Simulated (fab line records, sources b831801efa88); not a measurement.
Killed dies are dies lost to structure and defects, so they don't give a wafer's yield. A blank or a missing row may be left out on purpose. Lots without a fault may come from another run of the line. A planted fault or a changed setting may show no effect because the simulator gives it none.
Which tool did it? | flow sfq_line | 14 lots, 42 wafers sampled, at 6 steps of a route of 325

WHAT THE GAUGES READ, wafer by wafer
SFQ_INCOMING_BOW_MEAS_900. Usual: INCOMING_BOW -1 um, standard deviation 6.4.
lot  | measured    | on            | INCOMING_BOW (um) | flag
L790 | day 1 10:02 | film_metro-04 | -3 -6 2           |
L791 | day 1 15:02 | film_metro-01 | -7 3 -10          |
L794 | day 2 06:00 | film_metro-02 | -2 -11 4          |
L797 | day 2 21:02 | film_metro-04 | 1 -8 -6           |
L799 | day 3 07:00 | film_metro-01 | 4 3 -10           |
L800 | day 3 12:00 | film_metro-01 | 4 1 1             |
L801 | day 3 17:00 | film_metro-04 | -6 -11 8          |
L802 | day 3 22:02 | film_metro-04 | -9 1 -1           |
L803 | day 4 03:04 | film_metro-01 | -9 3 7            |
L804 | day 4 08:01 | film_metro-02 | -3 -3 5           |
L805 | day 4 13:02 | film_metro-01 | 5 14 -5           |
L811 | day 5 19:02 | film_metro-01 | 0 -6 4            |
L812 | day 6 00:00 | film_metro-04 | 15 -2 -3          |
L813 | day 6 05:00 | film_metro-04 | -7 0 -5           |

SFQ_L0V_OVL_MEAS_903. Usual: L0V_OVL 1 nm, standard deviation 5.3.
lot  | measured     | on         | L0V_OVL (nm) | flag
L790 | day 7 05:47  | overlay-02 | -4 2 5       |
L791 | day 7 11:47  | overlay-02 | 6 0 11       |
L794 | day 8 11:46  | overlay-01 | 4 -1 4       |
L797 | day 9 23:07  | overlay-02 | 2 3 9        |
L799 | day 10 20:50 | overlay-02 | -4 -10 -5    |
L800 | day 11 05:14 | overlay-02 | -10 -1 1     |
L801 | day 11 11:14 | overlay-01 | 14 15 13     |
L802 | day 11 13:39 | overlay-01 | 11 7 0       |
L803 | day 11 16:03 | overlay-01 | 2 2 4        |
L804 | day 11 22:10 | overlay-01 | 6 6 7        |
L805 | day 12 04:10 | overlay-01 | -3 6 4       |
L811 | day 14 11:30 | overlay-01 | -3 -6 3      |
L812 | day 14 15:05 | overlay-01 | 2 3 -3       |
L813 | day 15 03:05 | overlay-02 | 6 5 10       |

SFQ_I7_BOW_MEAS_946. Usual: I7_BOW 8 um, standard deviation 12.
lot  | measured     | on            | I7_BOW (um) | flag
L790 | day 78 23:17 | film_metro-02 | 3 0 7       |
L791 | day 79 02:17 | film_metro-02 | -2 8 -3     |
L794 | day 83 15:21 | film_metro-02 | -2 -10 5    |
L797 | day 83 21:23 | film_metro-02 | 6 -3 -2     |
L799 | day 84 03:21 | film_metro-02 | 13 12 0     |
L800 | day 84 05:45 | film_metro-02 | -11 -13 -14 |
L801 | day 84 13:57 | film_metro-01 | 4 1 17      |
L802 | day 84 16:40 | film_metro-02 | 0 8 7       |
L803 | day 84 21:26 | film_metro-03 | -12 -1 5    |
L804 | day 85 01:58 | film_metro-02 | 6 5 14      |
L805 | day 85 03:14 | film_metro-03 | 12 20 2     |
L811 | day 92 00:51 | film_metro-03 | 22 17 26    |
L812 | day 92 03:49 | film_metro-01 | 31 14 10    |
L813 | day 92 08:08 | film_metro-03 | 5 12 7      |

WHICH TOOL RAN EACH LOT (tool, then ch and the chambers of the sampled wafers, then the start)
lot  | SFQ_TRILAYER_I1_CMP_CMP_046   | SFQ_TRILAYER_I1_METRO_MEASURE_047 | SFQ_TRILAYER_I1_VIA_ETCH_VIA_ETCH_052
L790 | cmp-01 ch 0,2,3, day 24 07:15 | film_metro-03, day 24 09:16       | rie_diel-02 ch 0,2,3, day 30 21:12
L791 | cmp-01 ch 2,3, day 24 12:57   | film_metro-03, day 24 16:28       | rie_diel-01 ch 1,3, day 31 03:12
L794 | cmp-01 ch 0,1, day 26 00:13   | film_metro-04, day 26 02:50       | rie_diel-02 ch 0,1,3, day 32 08:08
L797 | cmp-01 ch 0,1, day 27 23:54   | film_metro-02, day 28 03:25       | rie_diel-01 ch 0,1,2, day 34 06:07
L799 | cmp-02 ch 0,1,3, day 29 14:48 | film_metro-03, day 29 16:55       | rie_diel-01 ch 1,2, day 35 14:38
L800 | cmp-02 ch 1,2,3, day 29 18:36 | film_metro-03, day 29 21:43       | rie_diel-03 ch 0,2,3, day 35 19:26
L801 | cmp-01 ch 0,2,3, day 30 04:06 | film_metro-03, day 30 06:43       | rie_diel-03 ch 1,2, day 36 03:50
L802 | cmp-02 ch 1,2, day 30 07:14   | film_metro-03, day 30 10:16       | rie_diel-02 ch 0,1,3, day 36 07:26
L803 | cmp-02 ch 0,1, day 30 13:14   | film_metro-03, day 30 16:28       | rie_diel-03 ch 2,3, day 36 15:58
L804 | cmp-01 ch 2,3, day 30 19:48   | film_metro-04, day 30 23:07       | rie_diel-02 ch 1,2,3, day 37 00:22
L805 | cmp-01 ch 0,1,3, day 31 03:01 | film_metro-04, day 31 06:32       | rie_diel-01 ch 0,1,3, day 37 15:01
L811 | cmp-02 ch 0,2,3, day 33 17:14 | film_metro-04, day 33 19:15       | rie_diel-01 ch 2,3, day 39 23:40
L812 | cmp-02 ch 0,1,2, day 33 19:59 | film_metro-02, day 33 22:07       | rie_diel-02 ch 0,2,3, day 40 02:04
L813 | cmp-01 ch 0,1,2, day 34 12:57 | film_metro-02, day 34 16:04       | rie_diel-02 ch 0,1, day 40 15:16
- SFQ_TRILAYER_I1_CMP_CMP_046: polishes SiO2.
- SFQ_TRILAYER_I1_METRO_MEASURE_047
- SFQ_TRILAYER_I1_VIA_ETCH_VIA_ETCH_052: etches SiO2 in CHF3, stops on Nb, target depth 260 nm.

WHAT THE TOOLS THEMSELVES READ (means of the sampled wafers that have a number; where no wafer has one, the mark that the record gives instead)
SFQ_TRILAYER_I1_CMP_CMP_046. Usual: motor_current_A 10.7 A, standard deviation 0.85; platen_rpm 60.01 rpm, standard deviation 0.042; time_to_endpoint_s 214 s, standard deviation 7.2.
lot  | tool   | motor_current_A (A) | platen_rpm (rpm) | time_to_endpoint_s (s) | flag
L790 | cmp-01 | 10.6                | 60.04            | 207                    |
L791 | cmp-01 | 10.5                | 60.00            | 222                    |
L794 | cmp-01 | 10.7                | 60.00            | 219                    |
L797 | cmp-01 | 10.5                | 60.03            | 208                    |
L799 | cmp-02 | 11.2                | 60.02            | 214                    |
L800 | cmp-02 | 10.7                | 59.98            | 215                    |
L801 | cmp-01 | 10.7                | 60.00            | 205                    |
L802 | cmp-02 | 10.8                | 60.01            | 241                    | OFF
L803 | cmp-02 | 11.2                | 60.02            | 266                    | OFF
L804 | cmp-01 | 10.8                | 60.03            | 215                    |
L805 | cmp-01 | 10.2                | 59.99            | 214                    |
L811 | cmp-02 | 11.1                | 60.01            | 208                    |
L812 | cmp-02 | 10.9                | 60.00            | 215                    |
L813 | cmp-01 | 10.6                | 60.03            | 217                    |

SFQ_TRILAYER_I1_METRO_MEASURE_047. Usual: thk_nm 199.9 nm, standard deviation 0.82.
lot  | tool          | thk_nm (nm) | flag
L790 | film_metro-03 | 200.3       |
L791 | film_metro-03 | 199.4       |
L794 | film_metro-04 | 200.0       |
L797 | film_metro-02 | 199.3       |
L799 | film_metro-03 | 200.0       |
L800 | film_metro-03 | 199.8       |
L801 | film_metro-03 | 199.8       |
L802 | film_metro-03 | 236.9       | OFF
L803 | film_metro-03 | 270.2       | OFF
L804 | film_metro-04 | 199.5       |
L805 | film_metro-04 | 199.5       |
L811 | film_metro-04 | 199.0       |
L812 | film_metro-02 | 201.1       |
L813 | film_metro-02 | 199.7       |

SFQ_TRILAYER_I1_VIA_ETCH_VIA_ETCH_052. Usual: drypump_motor_current_A 5.8 A, standard deviation 0.49; oes_product_au 0.854 a.u., standard deviation 0.0048.
lot  | tool        | drypump_motor_current_A (A) | oes_product_au (a.u.) | flag
L790 | rie_diel-02 | 5.6                         | 0.852                 |
L791 | rie_diel-01 | 6.5                         | 0.856                 |
L794 | rie_diel-02 | 5.2                         | 0.855                 |
L797 | rie_diel-01 | 6.0                         | 0.851                 |
L799 | rie_diel-01 | 6.4                         | 0.854                 |
L800 | rie_diel-03 | 5.9                         | 0.854                 |
L801 | rie_diel-03 | 6.0                         | 0.858                 |
L802 | rie_diel-02 | 5.3                         | 0.907                 | OFF
L803 | rie_diel-03 | 5.7                         | 0.956                 | OFF
L804 | rie_diel-02 | 5.4                         | 0.853                 |
L805 | rie_diel-01 | 6.1                         | 0.851                 |
L811 | rie_diel-01 | 6.2                         | 0.850                 |
L812 | rie_diel-02 | 5.6                         | 0.852                 |
L813 | rie_diel-02 | 5.1                         | 0.853                 |

THE ANSWER, worked out from the rows above alone
Rule: a lot is off if the mean of its wafers that have a number lies more than 3 standard deviations from the usual mean. A lot without any number at a reading at which 4 lots or more have one is off too. The other lots that the step has rows for count as sound. The gauges are gone through in route order, then the tools' own readings, and for those a lot's mean is taken as printed above. The first step at which some lot is off is used, and at that step the reading that is off furthest; a lot without a number counts as furthest.
Off: L802, L803, at SFQ_TRILAYER_I1_CMP_CMP_046 (time_to_endpoint_s).
A tool fits if, at that step or a process step before it, it ran every lot that is off, and no sound lot after the first of them. None of those tried fits.

WHAT THE SIMULATOR HAD PUT IN
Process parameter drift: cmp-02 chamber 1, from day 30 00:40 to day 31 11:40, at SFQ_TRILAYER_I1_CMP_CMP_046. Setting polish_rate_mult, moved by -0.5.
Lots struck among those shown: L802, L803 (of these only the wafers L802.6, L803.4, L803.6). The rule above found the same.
